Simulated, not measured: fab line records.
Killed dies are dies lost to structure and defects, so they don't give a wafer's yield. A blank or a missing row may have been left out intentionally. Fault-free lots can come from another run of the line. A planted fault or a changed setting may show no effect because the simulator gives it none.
fab line records    flow sfqLine
[record] lots = 6  wafers = 18  lastDay = 86
route steps=325 shown M1@62 I1@73 M2@88 I2@103 M8@325
lots untouched by any fault: they come from a run of this same line in which no faults occurred
startH: hours from the record's opening day to when the first of the lot's shown wafers began    waitH: hours from the lot's prior step to this one    " repeats the value in the row above    L1.1+2: a single row standing in for several wafers    - value missing, or start not given    * or withheld: withheld    < > ~ a bound
route shown NAME@n: NAME is a module with steps in the file, n the number in the route of the first one    usual: mean and standard deviation over wafers with no fault    same: alike in all rows    chamber/n: place in a boat    sites: each site's reading    _std_site: the values' standard deviation    _edge_site: mean of outer sites minus mean of inner sites    radiusMm: for every site, how far away it sits from the centre of the wafer    mask NAME#n: copy n    behind: tool/chamber where the wafer was last shaped    hold: reason for holding the lot/hours on hold/outcome of the hold    device: the transistor (n, p or np) that didn't switch    end of line: tests run on the same wafers once the route is complete    a step without rows: its recipe alone    killed: at the first sort, the dies lost to defects and structure; wafer yield is something else    map: a wafer's dies, marking killed ones x, the rest . and places with no die _
set.NAME: the setting that was run; set.NAME@STEP: the one run at that earlier step    model.NAME: the simulator's own value behind a step, which no gauge read
a table for each step, a row for each wafer; lots at some steps of the route
services: the hour from which a tool's chamber was out of use, counted from the record's first day as startH (under 0 if before that day), plus the number of hours and why
[[steps]]
[step SFQ_TRILAYER_M1_LITHO_COAT_044]
[recipe] resist = BARC  spinRpm = 3000  resistThkNm = 62
[step SFQ_TRILAYER_M1_LITHO_COAT_039]
[recipe] resist = KrF  spinRpm = 3000  resistThkNm = 600
[step SFQ_TRILAYER_M1_LITHO_SOFTBAKE_043]
[recipe] tempC = withheld  timeS = withheld  resist = KrF
[step SFQ_TRILAYER_M1_LITHO_EXPOSE_040]
[recipe] maskId = M1  na = 0.6  sourceShape = conventional  sigmaOuter = 0.65  targetCdNm = 500  doseMj = 14.4
[step SFQ_TRILAYER_M1_LITHO_PEB_042]
[recipe] pebTempC = 115  pebTimeS = 60  resist = KrF
[step SFQ_TRILAYER_M1_LITHO_DEVELOP_041]
[recipe] timeS = 60  resist = KrF
[step SFQ_M1_OVL_MEAS_911]
[usual] M1_OVL = 1/4.9
lot.wafer  tool        chamber  startH  waitH  M1_OVL[nm]
L982.1     overlay-01  -        532.02  0.1    -1
L982.3     "           -        "       "      -4
L982.5     "           -        "       "      3
L987.2     overlay-01  -        604.19  0.1    4
L987.4     "           -        "       "      0
L987.6     "           -        "       "      10
L988.2     overlay-02  -        607.79  0.1    0
L988.3     "           -        "       "      3
L988.5     "           -        "       "      -2
L989.2     overlay-01  -        610.19  0.1    -1
L989.5     "           -        "       "      -5
L989.6     "           -        "       "      -2
L993.1     overlay-01  -        649.71  0.1    -7
L993.5     "           -        "       "      1
L993.6     "           -        "       "      0
L104.1     overlay-02  -        780.70  0.1    10
L104.4     "           -        "       "      0
L104.5     "           -        "       "      10
[step SFQ_TRILAYER_M1_BARC_OPEN_METAL_ETCH_054]
[recipe] maskMaterial = PR  chemistry = O2  targetDepthNm = 125  target = BARC  icpW = 600  biasW = 80  pressureMtorr = 10  timeS = 41.7
[step SFQ_TRILAYER_M1_ETCH_METAL_ETCH_042]
[recipe] target = Nb  stopOn = SiO2  maskMaterial = PR  chemistry = Cl2/Ar  targetDepthNm = 240  icpW = 600  biasW = 80  pressureMtorr = 10  timeS = 120
[step SFQ_TRILAYER_M1_STRIP_STRIP_043]
[recipe] gas = O2  powerW = 200  platenTempC = 40  overashFraction = 0.65  chemistry = O2  pressureMtorr = 50
[usual] drypumpMotorCurrentA = 5.9/0.4  heBacksideLeakSccm = 3.40/0.21  oesProductAu = 1.000/0.012
lot.wafer  tool         chamber  startH  waitH  drypumpMotorCurrentA  heBacksideLeakSccm  oesProductAu  rfHoursCounterH
L982.1     rieMetal-04  0        532.24  0.1    5.7                   3.01                0.979         20
L982.3     "            0        "       "      5.7                   3.09                0.985         -
L982.5     "            1        "       "      5.6                   3.52                0.995         -
L987.2     rieMetal-04  0        604.40  0.1    5.7                   3.32                0.978         28
L987.4     "            0        "       "      5.7                   3.26                0.986         -
L987.6     "            1        "       "      5.5                   3.34                0.991         -
L988.2     rieMetal-03  1        608.00  0.1    6.5                   3.47                1.014         147
L988.3     "            1        "       "      6.5                   3.53                1.012         -
L988.5     "            1        "       "      6.6                   3.66                1.009         -
L989.2     rieMetal-02  0        610.40  0.1    5.4                   3.20                0.993         100
L989.5     "            0        "       "      5.5                   3.42                0.998         -
L989.6     "            1        "       "      6.2                   3.27                1.019         -
L993.1     rieMetal-02  0        649.93  0.1    5.4                   3.43                0.998         106
L993.5     "            0        "       "      5.4                   3.58                0.993         -
L993.6     "            1        "       "      6.2                   3.27                1.001         -
L104.1     rieMetal-03  0        780.93  0.1    6.2                   3.60                1.010         75
L104.4     "            0        "       "      6.2                   3.56                1.003         -
L104.5     "            1        "       "      6.6                   3.37                1.000         -
[step SFQ_TRILAYER_M1_STRIP_SOLV_CLEAN_044]
[recipe] chemistry = NMP  tempC = 70  timeS = 600
[step SFQ_TRILAYER_I1_DEP_PECVD_045]
[recipe] material = SiO2  tempC = 150  timeS = 111.11  pressureTorr = 2.4  rfW = 183.3  precursor = SiH4/N2O  targetThkNm = 500
[usual] chamberPressureTorr = 2.399/0.0053  heaterPowerOuterW = 32/6.2  heaterPowerW = 88/16  rfFwdPowerW = 182.3/0.64  throttleValvePct = 25.4/2.3
lot.wafer  tool      chamber  startH  waitH  chamberPressureTorr  heaterPowerOuterW  heaterPowerW  rfFwdPowerW  throttleValvePct
L982.1     pecvd-01  1        533.01  0.0    2.399                36                 108           182.2        31.6
L982.3     "         2        "       "      2.402                41                 105           181.3        24.0
L982.5     "         2        "       "      2.409                41                 107           181.7        24.0
L987.2     pecvd-01  2        605.18  0.0    2.394                37                 100           181.9        23.9
L987.4     "         1        "       "      2.400                43                 115           182.7        31.7
L987.6     "         0        "       "      2.398                19                 57            182.5        24.7
L988.2     pecvd-02  1        608.78  0.0    2.401                36                 89            181.3        23.1
L988.3     "         0        "       "      2.392                30                 76            181.9        23.8
L988.5     "         0        "       "      2.405                32                 79            182.6        23.9
L989.2     pecvd-01  2        611.18  0.0    2.397                42                 107           181.2        24.0
L989.5     "         2        "       "      2.403                43                 107           181.0        24.0
L989.6     "         0        "       "      2.392                20                 55            181.3        24.4
L993.1     pecvd-01  2        650.88  0.0    2.403                40                 105           180.6        23.9
L993.5     "         1        "       "      2.398                35                 103           181.9        32.0
L993.6     "         2        "       "      2.398                42                 106           181.6        24.0
L104.1     pecvd-04  2        781.88  0.0    2.409                37                 98            181.8        24.1
L104.4     "         0        "       "      2.398                32                 94            182.5        25.8
L104.5     "         2        "       "      2.399                37                 99            182.1        24.3
[step SFQ_TRILAYER_I1_CMP_CMP_046]
[recipe] material = SiO2  downForcePsi = 3  platenRpm = 60  padVelocityMS = 0.94248
[usual] motorCurrentA = 10.0/0.61  slurryFlowMlMin = 150.1/0.46  timeToEndpointS = 212/7.8
lot.wafer  tool    chamber  startH  waitH  motorCurrentA  slurryFlowMlMin  timeToEndpointS  model.SiO2_of_TRILAYER_I1_DEP_PECVD_045.thkNm
L982.3     cmp-01  2        533.59  0.5    10.4           149.7            215              200.3
L982.1     "       0        534.59  1.5    10.2           151.1            210              200.5
L982.5     "       2        535.59  2.5    10.5           150.6            216              201.7
L987.4     cmp-01  0        605.26  0.0    10.6           149.8            173              250.7
L987.2     "       2        606.26  1.0    11.2           150.4            205              200.1
L987.6     "       0        607.26  2.0    10.7           150.9            170              249.3
L988.3     cmp-02  3        612.46  3.6    8.8            150.5            220              198.8
L988.2     "       2        613.96  5.1    10.3           149.3            225              200.4
L988.5     "       0        614.96  6.1    9.5            149.2            223              199
L989.2     cmp-01  1        615.26  4.0    10.0           150.5            222              201.9
L989.5     "       3        616.26  5.0    9.4            150.5            208              198
L989.6     "       0        "       "      10.6           149.0            182              249.1
L993.1     cmp-02  3        651.96  1.0    9.7            150.0            207              199.4
L993.5     "       1        652.96  2.0    9.2            150.5            216              198.3
L993.6     "       2        "       "      11.2           149.8            224              200.4
L104.4     cmp-02  0        798.62  16.7   10.3           149.8            211              199.6
L104.1     "       1        "       "      9.8            150.6            212              197.4
L104.5     "       3        800.12  18.2   9.2            150.2            214              198.6
[step SFQ_I1_BOW_MEAS_912]
[recipe] mode = bow
[usual] I1_BOW = 0/6.6
lot.wafer  tool          chamber  startH  waitH  I1_BOW[um]
L982.1     filmMetro-01  -        536.09  1.0    -3
L982.3     "             -        "       "      9
L982.5     "             -        "       "      -10
L987.2     filmMetro-03  -        608.28  1.5    -5
L987.4     "             -        "       "      5
L987.6     "             -        "       "      3
L988.2     filmMetro-04  -        615.48  1.0    7
L988.3     "             -        "       "      3
L988.5     "             -        "       "      3
L989.2     filmMetro-01  -        617.28  1.5    4
L989.5     "             -        "       "      -1
L989.6     "             -        "       "      6
L993.1     filmMetro-04  -        653.96  1.5    -6
L993.5     "             -        "       "      -17
L993.6     "             -        "       "      14
L104.1     filmMetro-01  -        801.12  1.5    -6
L104.4     "             -        "       "      -8
L104.5     "             -        "       "      -7
[step SFQ_TRILAYER_I1_METRO_MEASURE_047]
[usual] thkNm = 199.9/1.2
lot.wafer  tool          chamber  startH  waitH  thkNm
L982.1     filmMetro-01  -        536.21  0.1    200.7
L982.3     "             -        "       "      200.2
L982.5     "             -        "       "      201.9
L987.2     filmMetro-03  -        608.58  0.3    199.9
L987.4     "             -        "       "      250.5
L987.6     "             -        "       "      249.4
L988.2     filmMetro-04  -        615.78  0.3    200.2
L988.3     "             -        "       "      198.9
L988.5     "             -        "       "      199.1
L989.2     filmMetro-01  -        617.58  0.3    201.9
L989.5     "             -        "       "      197.9
L989.6     "             -        "       "      249.1
L993.1     filmMetro-04  -        654.08  0.1    199.4
L993.5     "             -        "       "      198.1
L993.6     "             -        "       "      200.4
L104.1     filmMetro-01  -        801.24  0.1    197.6
L104.4     "             -        "       "      199.6
L104.5     "             -        "       "      198.6
[step SFQ_TRILAYER_I1_VIA_LITHO_COAT_054]
[recipe] resist = BARC  spinRpm = 3000  resistThkNm = 62
[step SFQ_TRILAYER_I1_VIA_LITHO_COAT_049]
[recipe] resist = KrF  spinRpm = 3000  resistThkNm = 650
[step SFQ_TRILAYER_I1_VIA_LITHO_SOFTBAKE_053]
[recipe] tempC = withheld  timeS = withheld  resist = KrF
[step SFQ_TRILAYER_I1_VIA_LITHO_EXPOSE_050]
[recipe] maskId = I1  na = 0.6  sourceShape = conventional  sigmaOuter = 0.65  targetCdNm = 500  doseMj = 21.3
[step SFQ_TRILAYER_I1_VIA_LITHO_PEB_052]
[recipe] pebTempC = 115  pebTimeS = 60  resist = KrF
[step SFQ_TRILAYER_I1_VIA_LITHO_DEVELOP_051]
[recipe] timeS = 60  resist = KrF
[step SFQ_I1_OVL_MEAS_913]
[usual] I1_OVL = 0/4.9
lot.wafer  tool        chamber  startH  waitH  I1_OVL[nm]
L982.1     overlay-01  -        645.23  0.1    4
L982.3     "           -        "       "      4
L982.5     "           -        "       "      7
L987.2     overlay-01  -        651.23  0.1    0
L987.4     "           -        "       "      5
L987.6     "           -        "       "      4
L988.2     overlay-01  -        652.43  0.1    -1
L988.3     "           -        "       "      -2
L988.5     "           -        "       "      2
L989.2     overlay-01  -        653.63  0.1    2
L989.5     "           -        "       "      -6
L989.6     "           -        "       "      -9
L993.1     overlay-02  -        808.43  0.1    3
L993.5     "           -        "       "      3
L993.6     "           -        "       "      -5
L104.1     overlay-02  -        937.56  0.1    0
L104.4     "           -        "       "      -5
L104.5     "           -        "       "      0
[step SFQ_TRILAYER_I1_VIA_BARC_OPEN_VIA_ETCH_071]
[recipe] maskMaterial = PR  chemistry = O2  targetDepthNm = 125  target = BARC  sourceW = 500  biasW = 80  pressureMtorr = 30  timeS = 41.7
[usual] drypumpMotorCurrentA = 5.56/0.24  oesProductAu = 0.685/0.0052  rfFwdPowerW = 495.2/1.9
lot.wafer  tool        chamber  startH  waitH  drypumpMotorCurrentA  oesProductAu  rfFwdPowerW  rfHoursCounterH
L982.1     rieDiel-01  2        645.26  0.0    5.42                  0.686         496.9        2
L982.3     "           1        "       "      5.53                  0.676         494.6        57
L982.5     "           3        "       "      5.63                  0.686         495.2        -
L987.2     rieDiel-01  3        651.26  0.0    5.64                  0.693         494.2        11
L987.4     "           1        "       "      5.55                  0.683         491.2        -
L987.6     "           2        "       "      5.41                  0.688         492.2        -
L988.2     rieDiel-02  0        652.46  0.0    5.45                  0.685         496.9        7
L988.3     "           2        "       "      5.52                  0.686         491.4        1
L988.5     "           3        "       "      5.77                  0.687         494.4        -
L989.2     rieDiel-01  2        653.66  0.0    5.40                  0.688         493.4        3
L989.5     "           1        "       "      5.55                  0.679         493.7        -
L989.6     "           2        "       "      5.40                  0.695         496.4        -
L993.1     rieDiel-04  3        808.47  0.0    5.37                  0.689         496.6        5
L993.5     "           2        "       "      5.25                  0.690         497.0        -
L993.6     "           3        "       "      5.39                  0.695         496.2        -
L104.1     rieDiel-02  3        937.59  0.0    5.78                  0.692         496.0        9
L104.4     "           1        "       "      5.75                  0.683         495.5        8
L104.5     "           2        "       "      5.58                  0.685         493.5        -
[step SFQ_TRILAYER_I1_VIA_ETCH_VIA_ETCH_052]
[recipe] target = SiO2  stopOn = Nb  maskMaterial = PR  taperDeg = 20  chemistry = CHF3  targetDepthNm = 260  sourceW = 500  biasW = 80  pressureMtorr = 30  timeS = withheld
[usual] drypumpMotorCurrentA = 5.56/0.24  oesProductAu = 0.854/0.0052  rfFwdPowerW = 498.5/1.5
lot.wafer  tool        chamber  startH  waitH  drypumpMotorCurrentA  oesProductAu  rfFwdPowerW  model.I1.featureDepthNm  model.etch.depthNm
L982.1     rieDiel-01  2        645.30  0.0    5.42                  0.853         499.1        200.5                    200.5
L982.3     "           1        "       "      5.55                  0.860         497.0        200.3                    200.3
L982.5     "           3        "       "      5.67                  0.851         496.0        201.7                    201.7
L987.2     rieDiel-01  3        651.30  0.0    5.65                  0.854         499.7        200.1                    200.1
L987.4     "           1        "       "      5.55                  0.972         499.3        250.7                    250.7
L987.6     "           2        "       "      5.41                  0.981         499.1        249.3                    249.3
L988.2     rieDiel-02  0        652.50  0.0    5.48                  0.855         500.8        200.4                    200.4
L988.3     "           2        "       "      5.56                  0.851         500.3        198.8                    198.8
L988.5     "           3        "       "      5.79                  0.851         499.6        199                      199
L989.2     rieDiel-01  2        653.70  0.0    5.41                  0.865         499.9        201.9                    201.9
L989.5     "           1        "       "      5.54                  0.849         498.0        198                      198
L989.6     "           2        "       "      5.42                  0.967         500.4        249.1                    249.1
L993.1     rieDiel-04  3        808.51  0.0    5.38                  0.850         497.0        199.4                    199.4
L993.5     "           2        "       "      5.23                  0.854         498.7        198.3                    198.3
L993.6     "           3        "       "      5.39                  0.860         496.9        200.4                    200.4
L104.1     rieDiel-02  3        937.63  0.0    5.77                  0.854         501.7        197.4                    197.4
L104.4     "           1        "       "      5.76                  0.849         497.4        199.6                    199.6
L104.5     "           2        "       "      5.51                  0.850         497.6        198.6                    198.6
[step SFQ_TRILAYER_I1_VIA_STRIP_STRIP_053]
[recipe] gas = O2  powerW = 200  platenTempC = 40  overashFraction = 0.65  chemistry = O2  pressureMtorr = 50
[step SFQ_TRILAYER_I1_VIA_STRIP_SOLV_CLEAN_054]
[recipe] chemistry = NMP  tempC = 70  timeS = 600
[step SFQ_TRILAYER_M2_DEP_PRE_CLEAN_056]
[recipe] gas = Ar  timeS = 22.5  biasV = 250
lot.wafer  tool           chamber  startH  waitH  model.SiO2_of_TRILAYER_I1_DEP_PECVD_045.thkNm
L982.1     pvdSputter-06  -        646.19  0.0    193
L982.3     "              -        "       "      192.8
L982.5     "              -        "       "      194.2
L987.2     pvdSputter-06  -        652.19  0.0    192.6
L987.4     "              -        "       "      243.2
L987.6     "              -        "       "      241.8
L988.2     pvdSputter-03  -        653.39  0.0    192.9
L988.3     "              -        "       "      191.3
L988.5     "              -        "       "      191.5
L989.2     pvdSputter-06  -        654.59  0.0    194.4
L989.5     "              -        "       "      190.5
L989.6     "              -        "       "      241.6
L993.1     pvdSputter-04  -        809.41  0.0    191.9
L993.5     "              -        "       "      190.8
L993.6     "              -        "       "      192.9
L104.1     pvdSputter-03  -        938.52  0.0    189.9
L104.4     "              -        "       "      192.1
L104.5     "              -        "       "      191.1
[step SFQ_TRILAYER_M2_DEP_SPUTTER_055]
[recipe] material = Nb  basePressurePa = 1.33e-06  chamberPressurePa = 0.1333  substrateTempC = 20  resputterCathodeVoltageV = 400  targetThkNm = 200  powerW = 2000  timeS = 133.3
[usual] throttleValvePct = 29.3/0.94
lot.wafer  tool           chamber  startH  waitH  throttleValvePct
L982.1     pvdSputter-06  -        646.22  0.0    29.8
L982.3     "              -        "       "      30.0
L982.5     "              -        "       "      30.2
L987.2     pvdSputter-06  -        652.22  0.0    29.3
L987.4     "              -        "       "      29.7
L987.6     "              -        "       "      29.3
L988.2     pvdSputter-03  -        653.42  0.0    28.4
L988.3     "              -        "       "      29.9
L988.5     "              -        "       "      28.8
L989.2     pvdSputter-06  -        654.62  0.0    30.1
L989.5     "              -        "       "      27.6
L989.6     "              -        "       "      29.8
L993.1     pvdSputter-04  -        809.44  0.0    27.8
L993.5     "              -        "       "      29.8
L993.6     "              -        "       "      27.7
L104.1     pvdSputter-03  -        938.55  0.0    29.0
L104.4     "              -        "       "      30.1
L104.5     "              -        "       "      29.0
[step SFQ_M2_RS_MEAS_914]
[recipe] thkMeasGauge = four-point-probe  reads = Nb_of_TRILAYER_M2_DEP_SPUTTER_055
[usual] M2_NB_RS = 0.884/0.014
lot.wafer  tool          chamber  startH  waitH  M2_NB_RS[ohm/sq]
L982.1     filmMetro-03  -        646.31  0.0    0.893
L982.3     "             -        "       "      0.885
L982.5     "             -        "       "      0.879
L987.2     filmMetro-02  -        652.33  0.1    0.872
L987.4     "             -        "       "      0.882
L987.6     "             -        "       "      0.874
L988.2     filmMetro-01  -        653.53  0.1    0.915
L988.3     "             -        "       "      0.907
L988.5     "             -        "       "      0.898
L989.2     filmMetro-03  -        654.73  0.1    0.866
L989.5     "             -        "       "      0.853
L989.6     "             -        "       "      0.869
L993.1     filmMetro-03  -        809.53  0.0    0.886
L993.5     "             -        "       "      0.893
L993.6     "             -        "       "      0.885
L104.1     filmMetro-02  -        938.64  0.0    0.885
L104.4     "             -        "       "      0.887
L104.5     "             -        "       "      0.883
[step SFQ_TRILAYER_M2_LITHO_COAT_062]
[recipe] resist = BARC  spinRpm = 3000  resistThkNm = 62
[step SFQ_TRILAYER_M2_LITHO_COAT_057]
[recipe] resist = KrF  spinRpm = 3000  resistThkNm = 600
[step SFQ_TRILAYER_M2_LITHO_SOFTBAKE_061]
[recipe] tempC = withheld  timeS = withheld  resist = KrF
[step SFQ_TRILAYER_M2_LITHO_EXPOSE_058]
[recipe] maskId = M2  na = 0.6  sourceShape = conventional  sigmaOuter = 0.65  targetCdNm = 500  doseMj = 14.4
[step SFQ_TRILAYER_M2_LITHO_PEB_060]
[recipe] pebTempC = 115  pebTimeS = 60  resist = KrF
[step SFQ_TRILAYER_M2_LITHO_DEVELOP_059]
[recipe] timeS = 60  resist = KrF
[step SFQ_M2_OVL_MEAS_916]
[usual] M2_OVL = 1/5.6
lot.wafer  tool        chamber  startH   waitH  M2_OVL[nm]
L982.1     overlay-02  -        792.83   0.1    -4
L982.3     "           -        "        "      -9
L982.5     "           -        "        "      -2
L987.2     overlay-01  -        802.44   0.1    -9
L987.4     "           -        "        "      -4
L987.6     "           -        "        "      -9
L988.2     overlay-01  -        804.84   0.1    1
L988.3     "           -        "        "      6
L988.5     "           -        "        "      10
L989.2     overlay-02  -        807.24   0.1    3
L989.5     "           -        "        "      2
L989.6     "           -        "        "      4
L993.1     overlay-01  -        945.18   0.1    -3
L993.5     "           -        "        "      0
L993.6     "           -        "        "      -2
L104.1     overlay-02  -        1084.28  0.1    4
L104.4     "           -        "        "      7
L104.5     "           -        "        "      7
[step SFQ_TRILAYER_M2_BARC_OPEN_METAL_ETCH_077]
[recipe] maskMaterial = PR  chemistry = O2  targetDepthNm = 125  target = BARC  icpW = 600  biasW = 80  pressureMtorr = 10  timeS = 41.7
[step SFQ_TRILAYER_M2_ETCH_METAL_ETCH_060]
[recipe] target = Nb  stopOn = SiO2  maskMaterial = PR  chemistry = Cl2/Ar  targetDepthNm = 240  icpW = 600  biasW = 80  pressureMtorr = 10  timeS = 120
[usual] drypumpMotorCurrentA = 5.8/0.47  heBacksideLeakSccm = 3.44/0.19  oesProductAu = 0.897/0.0091  rfFwdPowerW = 596.8/2
lot.wafer  tool         chamber  startH   waitH  drypumpMotorCurrentA  heBacksideLeakSccm  oesProductAu  rfFwdPowerW  rfHoursCounterH
L982.1     rieMetal-03  1        792.93   0.0    6.6                   3.36                0.890         600.6        15
L982.3     "            1        "        "      6.5                   3.26                0.903         597.6        -
L982.5     "            0        "        "      6.2                   3.63                0.909         596.7        -
L987.2     rieMetal-03  1        802.53   0.0    6.6                   3.55                0.902         596.4        17
L987.4     "            1        "        "      6.6                   3.65                0.898         598.1        -
L987.6     "            0        "        "      6.2                   3.59                0.900         596.8        -
L988.2     rieMetal-01  0        804.93   0.0    5.6                   3.48                0.883         597.4        56
L988.3     "            0        "        "      5.6                   3.61                0.879         594.6        -
L988.5     "            1        "        "      5.3                   3.44                0.889         591.7        -
L989.2     rieMetal-02  1        807.33   0.0    6.2                   3.23                0.903         597.2        5
L989.5     "            1        "        "      6.2                   3.20                0.916         599.1        -
L989.6     "            0        "        "      5.4                   3.45                0.901         598.7        -
L993.1     rieMetal-03  1        945.28   0.0    6.6                   3.54                0.894         596.5        40
L993.5     "            0        "        "      6.2                   3.63                0.895         595.6        -
L993.6     "            1        "        "      6.6                   3.58                0.899         598.3        -
L104.1     rieMetal-03  1        1084.38  0.0    6.5                   3.51                0.895         598.7        63
L104.4     "            0        "        "      6.2                   3.73                0.892         592.6        -
L104.5     "            0        "        "      6.2                   3.51                0.893         593.5        -
[step SFQ_TRILAYER_M2_STRIP_STRIP_061]
[recipe] gas = O2  powerW = 200  platenTempC = 40  overashFraction = 0.65  chemistry = O2  pressureMtorr = 50
[step SFQ_TRILAYER_M2_STRIP_SOLV_CLEAN_062]
[recipe] chemistry = NMP  tempC = 70  timeS = 600
[step SFQ_TRILAYER_I2_DEP_PECVD_063]
[recipe] material = SiO2  tempC = 150  timeS = 111.11  pressureTorr = 2.4  rfW = 183.3  precursor = SiH4/N2O  targetThkNm = 500
[step SFQ_M8_BOW_MEAS_951]
[recipe] mode = bow
[usual] M8_BOW = 5/11
lot.wafer  tool          chamber  startH   waitH  M8_BOW[um]  model.etest.i1.linkOhm
L982.1     filmMetro-04  -        1830.02  0.0    6           1.952
L982.3     "             -        "        "      17          1.961
L982.5     "             -        "        "      -2          1.959
L987.2     filmMetro-04  -        1903.79  0.0    -17         1.961
L987.4     "             -        "        "      -7          2.002
L987.6     "             -        "        "      -8          1.992
L988.2     filmMetro-01  -        1908.59  0.0    4           1.997
L988.3     "             -        "        "      1           1.989
L988.5     "             -        "        "      -1          1.966
L989.2     filmMetro-01  -        1934.81  0.0    1           1.949
L989.5     "             -        "        "      -5          1.922
L989.6     "             -        "        "      4           1.994
L993.1     filmMetro-01  -        2010.63  0.0    13          1.976
L993.5     "             -        "        "      1           1.977
L993.6     "             -        "        "      33          1.959
L104.1     filmMetro-01  -        2054.71  0.0    -1          1.974
L104.4     "             -        "        "      -2          1.961
L104.5     "             -        "        "      0           1.969
[[services]]
tool           chamber  startH   hours  kind
rieDiel-02     2        511.69   12.7   repair
rieDiel-01     3        524.05   4.0    repair
pvdSputter-03  -        526.31   1.2    repair
rieMetal-03    -        540.77   2.8    pm
rieDiel-02     -        546.72   2.8    pm
rieDiel-02     3        552.27   40.7   repair
pecvd-01       2        562.66   14.7   repair
rieDiel-02     1        566.85   6.0    repair
pvdSputter-06  -        573.35   2.1    repair
rieDiel-01     0        576.52   2.7    repair
pvdSputter-06  -        578.59   1.0    repair
rieDiel-01     3        609.09   2.7    repair
rieMetal-03    1        669.19   3.6    repair
rieMetal-03    0        735.92   6.7    repair
rieDiel-01     -        750.98   0.9    repair
rieMetal-03    -        770.64   0.7    repair
pvdSputter-06  -        865.56   0.5    repair
rieDiel-01     2        896.15   7.5    repair
rieDiel-01     3        899.06   4.3    repair
rieMetal-03    -        923.49   0.7    repair
rieDiel-01     -        946.65   0.4    repair
pvdSputter-06  -        979.52   2.1    repair
rieMetal-03    0        985.05   1.3    repair
rieDiel-01     1        1010.58  5.5    repair
[[key]]
[firstSign] step = SFQ_TRILAYER_I1_CMP_CMP_046  reading = timeToEndpointS  direction = down  sigmas = 4.7  usual = *  struck = *
[effect] step = SFQ_TRILAYER_I1_METRO_MEASURE_047  reading = thkNm  direction = up  sigmas = 42  usual = 199.9  struck = 249.7
[effect] step = SFQ_TRILAYER_I1_VIA_ETCH_VIA_ETCH_052  reading = oesProductAu  direction = up  sigmas = 23  usual = 0.854  struck = 0.973
[modelEffect] step = SFQ_TRILAYER_I1_CMP_CMP_046  value = SiO2_of_TRILAYER_I1_DEP_PECVD_045.thkNm  without = 199.7  struck = 249.7
[modelEffect] step = SFQ_TRILAYER_I1_VIA_ETCH_VIA_ETCH_052  value = I1.featureDepthNm  without = 199.7  struck = 249.7
[modelEffect] step = SFQ_TRILAYER_M2_DEP_PRE_CLEAN_056  value = SiO2_of_TRILAYER_I1_DEP_PECVD_045.thkNm  without = 192.2  struck = 242.2
[modelEffect] step = SFQ_M8_BOW_MEAS_951  value = etest.i1.linkOhm  without = 1.951  struck = 1.996
metAt SFQ_TRILAYER_I1_CMP_CMP_046
struckWafers L987.4,L987.6,L989.6
onsetBetween 533.59 605.26
[fault] kind = processParameterDrift  tool = cmp-01  chamber = 0  onsetH = 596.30  steps = SFQ_TRILAYER_I1_CMP_CMP_046  channel = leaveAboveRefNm  offset = 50  shape = step  endH = 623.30  actsIn = theseRecipesOnly  stated = 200
